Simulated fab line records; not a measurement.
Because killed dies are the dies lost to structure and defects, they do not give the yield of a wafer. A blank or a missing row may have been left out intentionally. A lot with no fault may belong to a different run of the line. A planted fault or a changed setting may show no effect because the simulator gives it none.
Comparing a struck lot with a sound one :: flow gf180mcu :: 16 steps out of a route of 602
Sound: these wafers, L344.2, L344.3, L344.4. Struck: wafer L360.5. At the end, the cause is stated.
At each step with rows: each side's tool, then ch and its chambers, then its first start. Under that, the readings that differ: sound wafers :: struck wafers :: difference of the means :: sigmas: that difference in standard deviations of wafers without a fault.
alike: readings whose means differ by less than 2 such deviations, and words and numbers that are the same on both sides. not compared: withheld readings, readings that some wafer has no value for, bounds like >300 that may hide the same value, and numbers for which the record gives no deviation and whose values overlap.
Wherever a step has rows on one side only, a row that says differs or no value, or a row with sigmas, the two part there. Non-overlapping numbers with no deviation appear without sigmas and do not part them. A reading that every wafer of one side lacks parts them only if that side has two wafers or more.

first, 1 step without rows for these wafers: GF_STI_DEVELOP_11 (develop time 60 s).
GF_STI_CD_MEAS_12: target cd 220 nm.
  struck on cd sem-01, day 5 12:34; sound on cd sem-01, day 2 00:06
  alike: cd nm
GF_STI_ETCH_13: etches the open film in CHF3/O2, stops on Si, target depth 282.31 nm, time 112.9 s.
  sound on rie diel-01 ch 2,3, day 2 00:12; struck on rie diel-01 ch 2, day 5 12:38
reading: oes product au (a.u.)
sound: 0.835 0.840 0.836
struck: 0.823
difference: -0.014
sigmas: -2
  alike: drypump motor current A, throttle valve pct
  not compared: rf hours counter h
GF_STI_ETCH_14: etches Si in HBr/Cl2/O2, target depth 360 nm, time 102.9 s.
  sound on rie si-02 ch 0,1,3, day 2 00:17; struck on rie si-02 ch 3, day 5 12:43
reading: throttle valve pct (%)
sound: 25.644 25.657 25.659
struck: 25.627
difference: -0.026
sigmas: -2
  alike: drypump motor current A, oes product au
  not compared: rf hours counter h
GF_STI_STRIP_15: strips in O2/N2.
  sound on plasma asher-01 ch 0,1, day 2 00:22; struck on plasma asher-02 ch 1, day 5 12:49
reading: drypump motor current A (A)
sound: 5.8 5.8 6.4
struck: 5.2
difference: -0.8
sigmas: -2
  alike: heater power w, oes product au, strip time to endpoint s
  not compared: rf hours counter h
then, 6 steps without rows for these wafers: GF_STI_CLEAN_16 (cleans in dHF, time 25 s); GF_STI_WET_ETCH_17 (etches Si3N4 in H3PO4, target depth 45 nm, time 514 s); GF_STI_CLEAN_18 (cleans in SC1/SC2, time 150 s); GF_STI_CLEAN_19 (cleans in dHF, time 20 s); GF_STI_WET_ETCH_20 (etches SiO2 in dHF, target depth 20 nm, time 400 s); GF_STI_OXIDATION_21 (stabilise 600 s, purge 300 s, target thk 15 nm).
GF_STI_THK_MEAS_22:
  struck on film metro-01, day 5 14:22; sound on film metro-04, day 2 06:21
  alike: STI_OXIDATION_01_THK
GF_STI_CVD_23: deposits SiO2, target thk 650 nm, time 108.3 s.
  sound on hdpcvd-01 ch 0,1, day 2 06:24; struck on hdpcvd-01 ch 0, day 5 14:26
reading: model.SiO2_of_STI_CVD_23.thk nm (nm)
sound: 654.9 653.4 647.5
struck: 914.4
difference: +262.5
sigmas: 
  alike: pressure mtorr
GF_STI_THK_MEAS_24:
  struck on film metro-04, day 5 14:44; sound on film metro-01, day 2 06:29
reading: STI_CVD_23_THK (nm)
sound: 655 653 647
struck: 914
difference: +262
sigmas: +43
  not compared: hold
GF_STI_CMP_25: polishes, stops on Si3N4, t overpolish 33 s, target thk 524.6 nm.
  sound on cmp-01 ch 0,1,3, day 2 06:35; struck on cmp-01 ch 0, day 5 17:19
reading: hold
sound: - - -
struck: await dispo/1.9h/release
difference: no value on the sound wafers
sigmas: 

reading: time to endpoint s (s)
sound: 118 114 112
struck: 168
difference: +53
sigmas: +9
  alike: motor current A
then, 1 step without rows for these wafers: GF_STI_WET_ETCH_26 (etches SiO2 in dHF, target depth 94 nm, time 188 s).

== WHERE THEY PART ==
Last at GF_STI_CMP_25 as far as this record goes, first at GF_STI_ETCH_13.

WHY: what had been put in by the simulator
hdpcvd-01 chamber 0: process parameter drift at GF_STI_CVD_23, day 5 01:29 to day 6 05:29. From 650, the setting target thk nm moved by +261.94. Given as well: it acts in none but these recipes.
